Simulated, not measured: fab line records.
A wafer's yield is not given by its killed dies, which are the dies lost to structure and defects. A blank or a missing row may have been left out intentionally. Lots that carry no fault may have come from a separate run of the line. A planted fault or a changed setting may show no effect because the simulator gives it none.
Chamber matching -- flow gf180mcu -- GF_PASSIVATION_CVD_02 on pecvd-03 has 3 sister chambers
The step deposits Si3N4, target thk 700 nm, time 486.18 s. 16 wafers are shown with their chamber, then 8 later ones without.

== WAFERS, EACH WITH ITS CHAMBER ==
wafer,chamber,heaterPowerW (W)
L074.1,1,798
L074.2,0,566
L074.6,0,617
L075.1,1,744
L075.2,0,629
L075.3,2,625
L076.1,1,709
L076.2,2,719
L076.3,0,697
L076.4,2,582
L076.5,0,563
L076.6,1,765
L085.1,0,691
L085.3,2,715
L085.4,1,696
L086.1,1,760

SIGNATURES, as means of the wafers listed above
reading,chamber 0,chamber 1,chamber 2,scatter within a chamber
heaterPowerW,627.17,745.33,660.25,54
Rule: a wafer's distance from a chamber is the root of the sum, over the readings, of the square of ((its reading less the chamber's mean) divided by the reading's scatter). If the next closest chamber is less than 2 further off than the closest, the wafer can't be placed; otherwise it belongs to the closest. The scatter is the square root of a quotient: the sum, over the shown wafers, of each reading's squared deviation from its chamber's mean, divided by wafers minus chambers.

== WAFERS WHOSE CHAMBER IS MISSING ==
wafer,heaterPowerW (W)
L086.2,707
L086.4,783
L087.4,636
L087.5,719
L087.6,690
L091.1,685
L091.3,659
L091.4,679

== CHAMBER TAKEN BY EACH ==
wafer,from the rows above,in truth
L086.2,can't be placed: 1 or 2 or 0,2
L086.4,can't be placed: 1 or 2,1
L087.4,can't be placed: 0 or 2 or 1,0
L087.5,can't be placed: 1 or 2 or 0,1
L087.6,can't be placed: 2 or 1 or 0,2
L091.1,can't be placed: 2 or 0 or 1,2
L091.3,can't be placed: 2 or 0 or 1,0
L091.4,can't be placed: 2 or 0 or 1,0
0 of 8 placed correctly. Cannot be placed on the basis of these rows: 8; the candidates contain the true chamber in 8. 0 placed wrongly.
